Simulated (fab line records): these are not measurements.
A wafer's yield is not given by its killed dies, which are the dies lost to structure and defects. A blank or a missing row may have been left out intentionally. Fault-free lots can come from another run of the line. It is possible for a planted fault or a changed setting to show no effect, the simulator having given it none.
Which of the tools did it? | flow sky130 | 24 lots, 72 wafers sampled, at 2 steps of a route of 708

== WHAT THE GAUGES READ, wafer by wafer ==
SKY_CAPM_RS_MEAS_03: the measuring method here is four-point-probe.
lot  | measured     | on            | CAPM_TIN_RS (ohm/sq)
L074 | day 36 05:50 | film-metro-01 | 6.88 6.95 6.92
L077 | day 36 19:19 | film-metro-01 | 6.89 6.84 6.94
L075 | day 36 21:01 | film-metro-03 | 6.99 6.83 6.91
L076 | day 37 01:02 | film-metro-01 | 6.95 7.04 7.09
L078 | day 37 05:59 | film-metro-03 | 6.85 6.87 7.00
L079 | day 37 08:56 | film-metro-02 | 6.82 6.82 6.81
L080 | day 38 02:52 | film-metro-03 | 6.97 6.89 6.96
L081 | day 38 16:44 | film-metro-01 | 6.98 6.99 7.02
L082 | day 38 19:14 | film-metro-01 | 6.98 6.94 6.90
L083 | day 39 02:13 | film-metro-01 | 6.99 6.95 6.99
L084 | day 39 14:19 | film-metro-02 | 6.85 6.92 6.74
L085 | day 40 09:41 | film-metro-01 | 7.01 7.05 7.02
L086 | day 40 13:43 | film-metro-03 | 6.81 6.90 6.70
L087 | day 40 14:34 | film-metro-03 | 6.92 6.93 6.96
L088 | day 40 18:31 | film-metro-03 | 6.83 6.77 6.80
L089 | day 40 22:32 | film-metro-01 | 6.95 6.90 6.85
L090 | day 41 08:31 | film-metro-01 | 6.99 6.88 6.94
L091 | day 41 11:44 | film-metro-03 | 6.98 6.84 6.94
L092 | day 41 16:01 | film-metro-02 | 6.83 6.92 6.95
L093 | day 41 22:59 | film-metro-01 | 6.93 6.80 6.96
L094 | day 42 15:01 | film-metro-01 | 6.81 6.87 6.94
L095 | day 42 16:15 | film-metro-02 | 6.86 6.77 6.91
L096 | day 42 22:29 | film-metro-01 | 6.92 7.01 7.03
L097 | day 43 09:49 | film-metro-01 | 7.07 7.06 7.12

SKY_VIA3_OVL_MEAS_13.
lot  | measured     | on         | VIA3_OVL (nm)
L074 | day 39 16:09 | overlay-01 | 5 10 4
L077 | day 40 04:23 | overlay-02 | -4 1 7
L075 | day 40 05:22 | overlay-01 | -6 -9 -17
L076 | day 40 10:41 | overlay-01 | -1 -8 -4
L078 | day 40 15:03 | overlay-01 | 9 4 3
L079 | day 40 23:28 | overlay-01 | -6 -13 -8
L080 | day 41 07:55 | overlay-01 | -12 -5 0
L081 | day 41 20:37 | overlay-02 | 3 8 10
L082 | day 41 23:51 | overlay-01 | -2 7 -1
L083 | day 42 05:53 | overlay-01 | 3 -6 3
L084 | day 42 17:35 | overlay-01 | 5 -1 4
L085 | day 43 08:59 | overlay-02 | 5 4 2
L086 | day 43 13:49 | overlay-02 | 2 -4 -3
L087 | day 43 14:32 | overlay-01 | 1 4 13
L088 | day 43 19:26 | overlay-01 | -6 -7 -15
L089 | day 43 22:47 | overlay-01 | 4 1 1
L090 | day 44 06:55 | overlay-02 | -7 -2 -2
L091 | day 44 10:14 | overlay-01 | -13 -2 -8
L092 | day 44 15:10 | overlay-02 | -3 8 5
L093 | day 44 20:37 | overlay-01 | 9 1 -6
L094 | day 45 11:49 | overlay-01 | -6 -3 6
L095 | day 45 13:03 | overlay-01 | 2 -8 -2
L096 | day 45 18:47 | overlay-01 | 1 -7 -6
L097 | day 46 04:47 | overlay-01 | -2 -10 0

== EACH LOT AND THE TOOL THAT RAN IT (in order: tool; ch and the chambers of the sampled wafers; start) ==
Before these readings, the record contains no process step.

== WHAT THE TOOLS THEMSELVES READ (means of the sampled wafers that have a number; where no wafer has one, the mark that the record gives instead) ==
The record holds no such reading with a usual standard deviation.

== THE ANSWER, worked out from the rows above alone ==
Rule: what is usual is taken from the lots themselves. Put in order of their means at a reading, lots are off if they are a third of the lots or fewer, leave a main group of 4 or more, and stand apart from it by a gap of 3 or more times the standard deviation of the main group's means; of several such gaps the widest counts. Not used: any main group whose means are identical at the precision the tables above print for the reading. Also off: a lot with no number at a reading for which 4 or more lots have one. Any other lot the step has rows for is counted as sound. The gauges are gone through in route order, then the tools' own readings, and for those a lot's mean is taken as printed above. The first step at which some lot is off is used, and at that step the reading that is off furthest; a lot without a number counts as furthest.
Nothing can be told from this: no lot is off at any reading shown.

== WHAT HAD BEEN PUT IN BY THE SIMULATOR ==
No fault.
